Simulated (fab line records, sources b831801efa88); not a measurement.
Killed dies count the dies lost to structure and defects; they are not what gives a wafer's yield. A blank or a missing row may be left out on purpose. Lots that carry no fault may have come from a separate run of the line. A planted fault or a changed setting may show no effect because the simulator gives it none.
Chamber matching -- flow sky130 -- cmp-01 running SKY_VIA1_CMP_02: 4 sister chambers
The step polishes SiO2. 4 wafers are shown with their chamber, then 8 later ones without.

== EACH WAFER AND ITS CHAMBER ==
wafer,chamber,motor current A (A)
L077.6,0,10.9
L080.3,1,9.7
L082.2,2,12.0
L085.3,3,10.9

== WAFERS WITHOUT THEIR CHAMBER ==
wafer,motor current A (A)
L085.4,12.6
L085.6,11.8
L088.1,11.9
L088.2,11.5
L088.4,11.1
L096.1,11.1
L096.3,11.1
L096.6,10.0

== CHAMBER TAKEN BY EACH ==
wafer,from the rows above,in truth
L085.4,2,2
L085.6,2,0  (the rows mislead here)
L088.1,2,2
L088.2,can't be placed: 2 or 0 or 3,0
L088.4,can't be placed: 0 or 3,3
L096.1,can't be placed: 0 or 3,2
L096.3,can't be placed: 0 or 3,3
L096.6,can't be placed: 1 or 0 or 3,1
2 of 8 placed correctly. These rows do not allow placing 5 (true chamber among the candidates in 4). Placed wrongly: 1.
How it was worked out, from the rows above alone: a wafer's distance from a chamber is the root of the sum, over the readings, of the square of ((its reading less the chamber's mean) divided by the reading's scatter). If the next closest chamber is less than 2 further off than the closest, the wafer can't be placed; otherwise it belongs to the closest. For every chamber, the mean is computed from those of its wafers that are shown. The scatter: with one shown wafer a chamber, the root of the mean of the squares of how far each hidden wafer lies from its nearest shown one.
